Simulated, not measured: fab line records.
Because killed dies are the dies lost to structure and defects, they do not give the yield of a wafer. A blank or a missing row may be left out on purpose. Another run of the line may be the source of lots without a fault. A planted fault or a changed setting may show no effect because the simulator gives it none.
fab line records    flow gf180mcu
record lots=24  wafers=72  last_day=34
route steps=602 shown V1@352 M2@362 M4@461 MIM@503
lots untouched by any fault: they come from a run of this same line in which no faults occurred
start_h: hours from the record's first day to the start of the lot's first wafer shown    wait_h: hours from the lot's prior step to this one    " as in the row above    L1.1+2: a row that stands for several wafers    - no value present, or no start provided    * or withheld: withheld    < > ~ a bound
route shown NAME@n: names a module that has steps shown in the file, with the first one's number in the route    usual: mean/standard deviation taken from wafers without a fault    same: alike in all rows    chamber/n: place in a boat    sites: the reading at each site    _std_site: the values' standard deviation    _edge_site: mean of outer sites minus mean of inner sites    radius_mm: how far each site lies from the wafer's centre    mask NAME#n: copy n    behind: the last tool/chamber to shape the wafer    hold: why the lot was held/for how many hours/how that ended    device: which transistor (n, p or np) failed to switch    end of line: tests run on the same wafers once the route is complete    for a step that has no rows: nothing shown but its recipe    killed: dies lost to structure and defects at the first sort, not the wafer's yield    map: per-die view of a wafer (x killed, . not killed, _ where there is no die)
set.NAME: the setting the step ran with; set.NAME@STEP: the setting that earlier step ran with    model.NAME: the simulator's own value behind a step, which no gauge read
the route's steps for a sample of lots (tables are steps, rows are wafers)
services: from which hour (start_h, from the record's first day; less than 0 if before it) a tool's chamber was out of use, for how many hours, and why
## steps
# step GF_V1_ETCH_17
# recipe chemistry=C4F8/O2/Ar  mask_material=KrF  target=SiO2  stop_on=TiN  source_w=1500  bias_w=1200  pressure_mtorr=40  c4f8_flow_sccm=withheld  O2_flow_sccm=6  Ar_flow_sccm=300  time_s=withheld  target_depth_a=6300
# usual oes_product_au=0.857/0.0044
lot.wafer  tool         chamber  start_h  wait_h  oes_product_au
L074.3     rie_diel-02  0        -        -       0.862
L074.5     "            3        "        "       0.861
L074.6     "            2        "        "       0.860
L075.2     rie_diel-04  2        -        -       0.856
L075.3     "            1        "        "       0.846
L075.5     "            2        "        "       0.859
L076.4     rie_diel-04  1        -        -       0.856
L076.5     "            0        "        "       0.853
L076.6     "            3        "        "       0.858
L077.3     rie_diel-02  0        -        -       0.854
L077.5     "            1        "        "       0.858
L077.6     "            0        "        "       0.856
L078.1     rie_diel-02  3        -        -       0.854
L078.5     "            1        "        "       0.852
L078.6     "            3        "        "       0.858
L079.2     rie_diel-04  3        -        -       0.851
L079.3     "            2        "        "       0.850
L079.4     "            1        "        "       0.858
L080.1     rie_diel-02  3        -        -       0.855
L080.2     "            1        "        "       0.854
L080.3     "            0        "        "       0.862
L081.2     rie_diel-02  0        -        -       0.852
L081.4     "            2        "        "       0.858
L081.6     "            3        "        "       0.860
L082.3     rie_diel-02  1        -        -       0.850
L082.4     "            3        "        "       0.855
L082.5     "            0        "        "       0.856
L083.1     rie_diel-04  0        -        -       0.862
L083.4     "            3        "        "       0.859
L083.6     "            0        "        "       0.846
L084.1     rie_diel-02  3        -        -       0.855
L084.2     "            0        "        "       0.858
L084.4     "            1        "        "       0.853
L085.2     rie_diel-01  0        -        -       0.849
L085.3     "            1        "        "       0.846
L085.5     "            2        "        "       0.860
L086.1     rie_diel-01  1        -        -       0.861
L086.2     "            0        "        "       0.851
L086.6     "            2        "        "       0.859
L087.1     rie_diel-02  1        -        -       0.856
L087.3     "            2        "        "       0.855
L087.4     "            3        "        "       0.856
L088.2     rie_diel-02  0        -        -       0.854
L088.3     "            2        "        "       0.866
L088.5     "            2        "        "       0.858
L089.3     rie_diel-02  0        -        -       0.862
L089.4     "            1        "        "       0.859
L089.6     "            0        "        "       0.856
L090.3     rie_diel-01  3        -        -       0.855
L090.4     "            1        "        "       0.850
L090.5     "            3        "        "       0.856
L091.2     rie_diel-01  2        -        -       0.859
L091.3     "            1        "        "       0.867
L091.6     "            3        "        "       0.853
L092.2     rie_diel-02  3        -        -       0.858
L092.3     "            1        "        "       0.851
L092.5     "            3        "        "       0.855
L093.1     rie_diel-01  0        -        -       0.864
L093.5     "            0        "        "       0.855
L093.6     "            1        "        "       0.850
L094.1     rie_diel-02  3        -        -       0.858
L094.3     "            2        "        "       0.859
L094.5     "            0        "        "       0.860
L095.1     rie_diel-04  3        -        -       0.855
L095.4     "            1        "        "       0.857
L095.5     "            3        "        "       0.865
L096.1     rie_diel-01  0        -        -       0.859
L096.3     "            3        "        "       0.858
L096.5     "            1        "        "       0.857
L097.3     rie_diel-02  3        -        -       0.853
L097.5     "            1        "        "       0.852
L097.6     "            0        "        "       0.858
# step GF_V1_THK_MEAS_25
# recipe thk_meas_gauge=xrf  reads=W_of_V1_CVD_23
# usual V1_W_THK=353/5
lot.wafer  tool           chamber  start_h  wait_h  V1_W_THK[nm]
L074.3     film_metro-02  -        416.62   0.1     354
L074.5     "              -        "        "       344
L074.6     "              -        "        "       349
L075.2     film_metro-01  -        420.43   0.1     353
L075.3     "              -        "        "       352
L075.5     "              -        "        "       355
L076.4     film_metro-02  -        437.15   0.1     352
L076.5     "              -        "        "       356
L076.6     "              -        "        "       351
L077.3     film_metro-03  -        441.35   0.1     357
L077.5     "              -        "        "       358
L077.6     "              -        "        "       361
L078.1     film_metro-03  -        452.28   0.1     363
L078.5     "              -        "        "       356
L078.6     "              -        "        "       368
L079.2     film_metro-01  -        463.82   0.1     354
L079.3     "              -        "        "       351
L079.4     "              -        "        "       362
L080.1     film_metro-01  -        471.42   0.1     356
L080.2     "              -        "        "       356
L080.3     "              -        "        "       354
L081.2     film_metro-02  -        482.36   0.1     352
L081.4     "              -        "        "       347
L081.6     "              -        "        "       347
L082.3     film_metro-03  -        491.93   0.1     352
L082.4     "              -        "        "       354
L082.5     "              -        "        "       357
L083.1     film_metro-03  -        497.17   0.1     353
L083.4     "              -        "        "       356
L083.6     "              -        "        "       355
L084.1     film_metro-01  -        510.99   0.1     360
L084.2     "              -        "        "       356
L084.4     "              -        "        "       356
L085.2     film_metro-01  -        515.15   0.1     349
L085.3     "              -        "        "       355
L085.5     "              -        "        "       351
L086.1     film_metro-01  -        525.21   0.1     356
L086.2     "              -        "        "       348
L086.6     "              -        "        "       360
L087.1     film_metro-02  -        531.58   0.1     350
L087.3     "              -        "        "       348
L087.4     "              -        "        "       349
L088.2     film_metro-02  -        538.68   0.1     350
L088.3     "              -        "        "       350
L088.5     "              -        "        "       351
L089.3     film_metro-01  -        548.92   0.1     354
L089.4     "              -        "        "       350
L089.6     "              -        "        "       354
L090.3     film_metro-01  -        554.42   0.1     354
L090.4     "              -        "        "       353
L090.5     "              -        "        "       357
L091.2     film_metro-01  -        561.47   0.1     350
L091.3     "              -        "        "       352
L091.6     "              -        "        "       353
L092.2     film_metro-02  -        571.65   0.1     347
L092.3     "              -        "        "       348
L092.5     "              -        "        "       348
L093.1     film_metro-03  -        577.48   0.1     353
L093.5     "              -        "        "       354
L093.6     "              -        "        "       355
L094.1     film_metro-01  -        585.65   0.1     347
L094.3     "              -        "        "       351
L094.5     "              -        "        "       356
L095.1     film_metro-01  -        592.20   0.1     345
L095.4     "              -        "        "       347
L095.5     "              -        "        "       350
L096.1     film_metro-03  -        601.67   0.1     366
L096.3     "              -        "        "       362
L096.5     "              -        "        "       366
L097.3     film_metro-01  -        605.48   0.1     358
L097.5     "              -        "        "       355
L097.6     "              -        "        "       357
# step GF_M2_SPUTTER_00
# recipe material=Ti  target_thk_nm=37.5  arriving_ion_energy_ev=80  substrate_temp_c=200  chamber_pressure_pa=2  power_w=4000  time_s=150
# usual throttle_valve_pct=30.2/1.2
lot.wafer  tool            chamber  start_h  wait_h  throttle_valve_pct
L074.3     pvd_sputter-03  -        416.96   0.2     32.5
L074.5     "               -        "        "       28.9
L074.6     "               -        "        "       30.6
L075.2     pvd_sputter-03  -        420.78   0.2     28.8
L075.3     "               -        "        "       32.6
L075.5     "               -        "        "       30.4
L076.4     pvd_sputter-02  -        437.48   0.1     29.7
L076.5     "               -        "        "       31.2
L076.6     "               -        "        "       30.2
L077.3     pvd_sputter-03  -        441.69   0.1     28.9
L077.5     "               -        "        "       30.7
L077.6     "               -        "        "       29.1
L078.1     pvd_sputter-03  -        453.13   0.2     32.5
L078.5     "               -        "        "       30.6
L078.6     "               -        "        "       32.6
L079.2     pvd_sputter-02  -        464.31   0.1     30.5
L079.3     "               -        "        "       29.9
L079.4     "               -        "        "       31.1
L080.1     pvd_sputter-03  -        471.78   0.1     28.9
L080.2     "               -        "        "       28.8
L080.3     "               -        "        "       32.2
L081.2     pvd_sputter-04  -        482.71   0.2     31.5
L081.4     "               -        "        "       29.6
L081.6     "               -        "        "       31.4
L082.3     pvd_sputter-04  -        492.27   0.2     29.6
L082.4     "               -        "        "       28.4
L082.5     "               -        "        "       31.0
L083.1     pvd_sputter-03  -        497.53   0.1     32.6
L083.4     "               -        "        "       30.5
L083.6     "               -        "        "       29.0
L084.1     pvd_sputter-04  -        511.35   0.2     29.0
L084.2     "               -        "        "       29.5
L084.4     "               -        "        "       31.0
L085.2     pvd_sputter-02  -        515.50   0.1     30.9
L085.3     "               -        "        "       29.8
L085.5     "               -        "        "       29.6
L086.1     pvd_sputter-04  -        525.57   0.1     28.2
L086.2     "               -        "        "       29.0
L086.6     "               -        "        "       31.4
L087.1     pvd_sputter-04  -        531.94   0.2     31.2
L087.3     "               -        "        "       29.4
L087.4     "               -        "        "       28.5
L088.2     pvd_sputter-03  -        539.03   0.1     32.7
L088.3     "               -        "        "       30.7
L088.5     "               -        "        "       30.4
L089.3     pvd_sputter-02  -        549.26   0.1     29.6
L089.4     "               -        "        "       30.9
L089.6     "               -        "        "       30.3
L090.3     pvd_sputter-03  -        554.76   0.2     28.8
L090.4     "               -        "        "       28.9
L090.5     "               -        "        "       32.8
L091.2     pvd_sputter-02  -        561.84   0.3     31.5
L091.3     "               -        "        "       30.5
L091.6     "               -        "        "       31.1
L092.2     pvd_sputter-02  -        572.00   0.2     30.9
L092.3     "               -        "        "       29.8
L092.5     "               -        "        "       30.8
L093.1     pvd_sputter-04  -        577.84   0.2     29.7
L093.5     "               -        "        "       29.6
L093.6     "               -        "        "       28.4
L094.1     pvd_sputter-03  -        586.01   0.2     30.5
L094.3     "               -        "        "       32.4
L094.5     "               -        "        "       30.3
L095.1     pvd_sputter-03  -        592.56   0.2     30.7
L095.4     "               -        "        "       29.1
L095.5     "               -        "        "       28.7
L096.1     pvd_sputter-02  -        602.03   0.2     30.5
L096.3     "               -        "        "       31.1
L096.5     "               -        "        "       30.0
L097.3     pvd_sputter-03  -        605.82   0.2     32.3
L097.5     "               -        "        "       28.9
L097.6     "               -        "        "       32.5
# step GF_M4_RS_MEAS_05
# recipe thk_meas_gauge=four-point-probe  reads=TiN_of_M4_SPUTTER_04+Ti_of_M4_SPUTTER_03+AlCu_of_M4_SPUTTER_02+TiN_of_M4_SPUTTER_01+Ti_of_M4_SPUTTER_00
# usual M4_ALCU_RS=0.0701/0.00084
lot.wafer  tool           chamber  start_h  wait_h  M4_ALCU_RS[ohm/sq]
L074.3     film_metro-04  -        519.59   0.1     0.0708
L074.5     "              -        "        "       0.0708
L074.6     "              -        "        "       0.0704
L075.2     film_metro-03  -        523.74   0.0     0.0702
L075.3     "              -        "        "       0.0715
L075.5     "              -        "        "       0.0703
L076.4     film_metro-04  -        540.69   0.1     0.0703
L076.5     "              -        "        "       0.0696
L076.6     "              -        "        "       0.0701
L077.3     film_metro-01  -        543.82   0.1     0.0709
L077.5     "              -        "        "       0.0711
L077.6     "              -        "        "       0.0708
L078.1     film_metro-01  -        552.75   0.0     0.0710
L078.5     "              -        "        "       0.0696
L078.6     "              -        "        "       0.0708
L079.2     film_metro-04  -        564.50   0.0     0.0700
L079.3     "              -        "        "       0.0699
L079.4     "              -        "        "       0.0687
L080.1     film_metro-03  -        571.87   0.0     0.0702
L080.2     "              -        "        "       0.0701
L080.3     "              -        "        "       0.0696
L081.2     film_metro-03  -        582.51   0.0     0.0717
L081.4     "              -        "        "       0.0705
L081.6     "              -        "        "       0.0711
L082.3     film_metro-01  -        587.81   0.1     0.0708
L082.4     "              -        "        "       0.0703
L082.5     "              -        "        "       0.0710
L083.1     film_metro-01  -        594.28   0.0     0.0705
L083.4     "              -        "        "       0.0698
L083.6     "              -        "        "       0.0707
L084.1     film_metro-03  -        605.43   0.0     0.0706
L084.2     "              -        "        "       0.0694
L084.4     "              -        "        "       0.0695
L085.2     film_metro-01  -        610.07   0.0     0.0705
L085.3     "              -        "        "       0.0710
L085.5     "              -        "        "       0.0707
L086.1     film_metro-01  -        619.64   0.0     0.0696
L086.2     "              -        "        "       0.0690
L086.6     "              -        "        "       0.0683
L087.1     film_metro-03  -        625.80   0.0     0.0707
L087.3     "              -        "        "       0.0712
L087.4     "              -        "        "       0.0714
L088.2     film_metro-01  -        632.17   0.0     0.0709
L088.3     "              -        "        "       0.0688
L088.5     "              -        "        "       0.0696
L089.3     film_metro-04  -        642.42   0.1     0.0701
L089.4     "              -        "        "       0.0700
L089.6     "              -        "        "       0.0713
L090.3     film_metro-01  -        646.04   0.1     0.0703
L090.4     "              -        "        "       0.0695
L090.5     "              -        "        "       0.0709
L091.2     film_metro-03  -        652.56   0.0     0.0702
L091.3     "              -        "        "       0.0695
L091.6     "              -        "        "       0.0693
L092.2     film_metro-03  -        662.06   0.0     0.0706
L092.3     "              -        "        "       0.0688
L092.5     "              -        "        "       0.0707
L093.1     film_metro-01  -        666.38   0.0     0.0694
L093.5     "              -        "        "       0.0694
L093.6     "              -        "        "       0.0687
L094.1     film_metro-03  -        673.86   0.0     0.0708
L094.3     "              -        "        "       0.0710
L094.5     "              -        "        "       0.0709
L095.1     film_metro-04  -        680.30   0.0     0.0708
L095.4     "              -        "        "       0.0712
L095.5     "              -        "        "       0.0709
L096.1     film_metro-04  -        688.96   0.0     0.0684
L096.3     "              -        "        "       0.0685
L096.5     "              -        "        "       0.0692
L097.3     film_metro-04  -        693.25   0.1     0.0710
L097.5     "              -        "        "       0.0697
L097.6     "              -        "        "       0.0701
# step GF_MIM_SPUTTER_00
# recipe material=Ti  target_thk_nm=37.5  arriving_ion_energy_ev=80  substrate_temp_c=200  chamber_pressure_pa=2  power_w=4000  time_s=150
# usual throttle_valve_pct=29.6/1
lot.wafer  tool            chamber  start_h  wait_h  throttle_valve_pct
L074.3     pvd_sputter-04  -        567.66   0.2     29.4
L074.5     "               -        "        "       29.7
L074.6     "               -        "        "       28.5
L075.2     pvd_sputter-04  -        571.42   0.1     29.4
L075.3     "               -        "        "       29.4
L075.5     "               -        "        "       28.2
L076.4     pvd_sputter-01  -        587.14   0.2     29.7
L076.5     "               -        "        "       30.2
L076.6     "               -        "        "       27.9
L077.3     pvd_sputter-02  -        590.26   0.1     29.9
L077.5     "               -        "        "       31.0
L077.6     "               -        "        "       29.9
L078.1     pvd_sputter-01  -        598.54   0.2     29.7
L078.5     "               -        "        "       29.8
L078.6     "               -        "        "       27.8
L079.2     pvd_sputter-01  -        610.27   0.2     29.6
L079.3     "               -        "        "       28.0
L079.4     "               -        "        "       30.2
L080.1     pvd_sputter-01  -        616.80   0.1     27.8
L080.2     "               -        "        "       29.5
L080.3     "               -        "        "       29.7
L081.2     pvd_sputter-02  -        626.19   0.1     30.2
L081.4     "               -        "        "       31.5
L081.6     "               -        "        "       30.1
L082.3     pvd_sputter-02  -        633.09   0.2     30.0
L082.4     "               -        "        "       31.3
L082.5     "               -        "        "       29.8
L083.1     pvd_sputter-01  -        638.33   0.2     29.6
L083.4     "               -        "        "       30.3
L083.6     "               -        "        "       28.1
L084.1     pvd_sputter-01  -        648.55   0.1     27.4
L084.2     "               -        "        "       29.8
L084.4     "               -        "        "       29.6
L085.2     pvd_sputter-04  -        653.66   0.1     29.6
L085.3     "               -        "        "       29.1
L085.5     "               -        "        "       29.2
L086.1     pvd_sputter-02  -        662.83   0.2     31.1
L086.2     "               -        "        "       29.6
L086.6     "               -        "        "       30.2
L087.1     pvd_sputter-04  -        668.85   0.1     29.4
L087.3     "               -        "        "       29.2
L087.4     "               -        "        "       31.3
L088.2     pvd_sputter-01  -        675.53   0.2     30.2
L088.3     "               -        "        "       29.8
L088.5     "               -        "        "       29.7
L089.3     pvd_sputter-04  -        685.01   0.2     31.3
L089.4     "               -        "        "       28.5
L089.6     "               -        "        "       28.5
L090.3     pvd_sputter-04  -        688.11   0.1     29.1
L090.4     "               -        "        "       29.7
L090.5     "               -        "        "       28.6
L091.2     pvd_sputter-01  -        695.39   0.1     30.0
L091.3     "               -        "        "       29.7
L091.6     "               -        "        "       29.7
L092.2     pvd_sputter-02  -        703.10   0.2     29.8
L092.3     "               -        "        "       30.5
L092.5     "               -        "        "       31.1
L093.1     pvd_sputter-02  -        708.53   0.1     30.4
L093.5     "               -        "        "       29.6
L093.6     "               -        "        "       30.5
L094.1     pvd_sputter-04  -        715.63   0.1     29.6
L094.3     "               -        "        "       31.5
L094.5     "               -        "        "       31.3
L095.1     pvd_sputter-04  -        720.43   0.2     31.4
L095.4     "               -        "        "       29.1
L095.5     "               -        "        "       29.6
L096.1     pvd_sputter-04  -        729.44   0.2     28.3
L096.3     "               -        "        "       29.2
L096.5     "               -        "        "       28.2
L097.3     pvd_sputter-01  -        732.53   0.2     27.7
L097.5     "               -        "        "       29.8
L097.6     "               -        "        "       30.3
# step GF_MIM_SPUTTER_04
# recipe material=TiN  target_thk_nm=50  power_w=6500  time_s=41.7  chamber_pressure_pa=0.4
# usual throttle_valve_pct=29.6/1
lot.wafer  tool            chamber  start_h  wait_h  throttle_valve_pct
L074.3     pvd_sputter-04  -        567.84   0.0     29.5
L074.5     "               -        "        "       29.7
L074.6     "               -        "        "       28.5
L075.2     pvd_sputter-04  -        571.60   0.0     29.2
L075.3     "               -        "        "       29.7
L075.5     "               -        "        "       28.3
L076.4     pvd_sputter-01  -        587.32   0.0     29.8
L076.5     "               -        "        "       30.0
L076.6     "               -        "        "       27.6
L077.3     pvd_sputter-02  -        590.44   0.0     29.7
L077.5     "               -        "        "       31.2
L077.6     "               -        "        "       30.0
L078.1     pvd_sputter-01  -        598.75   0.0     29.5
L078.5     "               -        "        "       29.7
L078.6     "               -        "        "       28.0
L079.2     pvd_sputter-01  -        610.45   0.0     29.8
L079.3     "               -        "        "       28.1
L079.4     "               -        "        "       30.2
L080.1     pvd_sputter-01  -        616.98   0.0     28.0
L080.2     "               -        "        "       29.6
L080.3     "               -        "        "       29.6
L081.2     pvd_sputter-02  -        626.37   0.0     30.3
L081.4     "               -        "        "       31.1
L081.6     "               -        "        "       30.1
L082.3     pvd_sputter-02  -        633.27   0.0     29.8
L082.4     "               -        "        "       30.9
L082.5     "               -        "        "       29.9
L083.1     pvd_sputter-01  -        638.51   0.0     29.8
L083.4     "               -        "        "       30.2
L083.6     "               -        "        "       27.8
L084.1     pvd_sputter-01  -        648.73   0.0     28.0
L084.2     "               -        "        "       29.6
L084.4     "               -        "        "       29.7
L085.2     pvd_sputter-04  -        653.84   0.0     29.7
L085.3     "               -        "        "       29.1
L085.5     "               -        "        "       29.4
L086.1     pvd_sputter-02  -        663.01   0.0     30.9
L086.2     "               -        "        "       30.0
L086.6     "               -        "        "       30.1
L087.1     pvd_sputter-04  -        669.03   0.0     29.6
L087.3     "               -        "        "       29.3
L087.4     "               -        "        "       31.3
L088.2     pvd_sputter-01  -        675.71   0.0     30.6
L088.3     "               -        "        "       29.7
L088.5     "               -        "        "       29.8
L089.3     pvd_sputter-04  -        685.19   0.0     31.4
L089.4     "               -        "        "       28.3
L089.6     "               -        "        "       28.5
L090.3     pvd_sputter-04  -        688.29   0.0     29.4
L090.4     "               -        "        "       29.5
L090.5     "               -        "        "       28.3
L091.2     pvd_sputter-01  -        695.57   0.0     29.4
L091.3     "               -        "        "       29.6
L091.6     "               -        "        "       29.5
L092.2     pvd_sputter-02  -        703.46   0.0     29.9
L092.3     "               -        "        "       30.4
L092.5     "               -        "        "       31.1
L093.1     pvd_sputter-02  -        708.71   0.0     30.6
L093.5     "               -        "        "       29.9
L093.6     "               -        "        "       30.5
L094.1     pvd_sputter-04  -        715.81   0.0     29.4
L094.3     "               -        "        "       31.0
L094.5     "               -        "        "       31.2
L095.1     pvd_sputter-04  -        720.61   0.0     31.2
L095.4     "               -        "        "       29.1
L095.5     "               -        "        "       29.7
L096.1     pvd_sputter-04  -        729.62   0.0     28.4
L096.3     "               -        "        "       29.2
L096.5     "               -        "        "       28.3
L097.3     pvd_sputter-01  -        732.71   0.0     28.1
L097.5     "               -        "        "       29.6
L097.6     "               -        "        "       30.3
## services
tool            chamber  start_h  hours  kind
rie_diel-01     0        398.27   3.3    repair
rie_diel-02     1        399.77   6.7    repair
pvd_sputter-04  -        421.33   7.1    repair
pvd_sputter-02  -        461.60   0.9    repair
pvd_sputter-02  -        464.77   1.8    repair
rie_diel-02     2        472.44   5.7    repair
pvd_sputter-01  -        497.20   2.4    repair
pvd_sputter-04  -        500.58   0.6    repair
pvd_sputter-03  -        517.52   0.5    repair
pvd_sputter-03  -        518.79   0.5    repair
pvd_sputter-03  -        524.00   1.7    repair
pvd_sputter-04  -        528.48   2.1    repair
pvd_sputter-03  -        535.88   3.1    repair
pvd_sputter-02  -        585.19   2.2    repair
pvd_sputter-02  -        588.32   1.2    repair
pvd_sputter-01  -        588.34   3.2    repair
rie_diel-02     2        601.44   8.2    repair
pvd_sputter-04  -        625.69   2.3    repair
rie_diel-02     0        649.50   7.2    repair
rie_diel-02     3        651.55   3.9    repair
pvd_sputter-03  -        662.12   2.0    repair
pvd_sputter-01  -        684.96   3.2    repair
pvd_sputter-01  -        687.12   0.6    repair
pvd_sputter-04  -        694.20   6.2    repair
## key
fault none
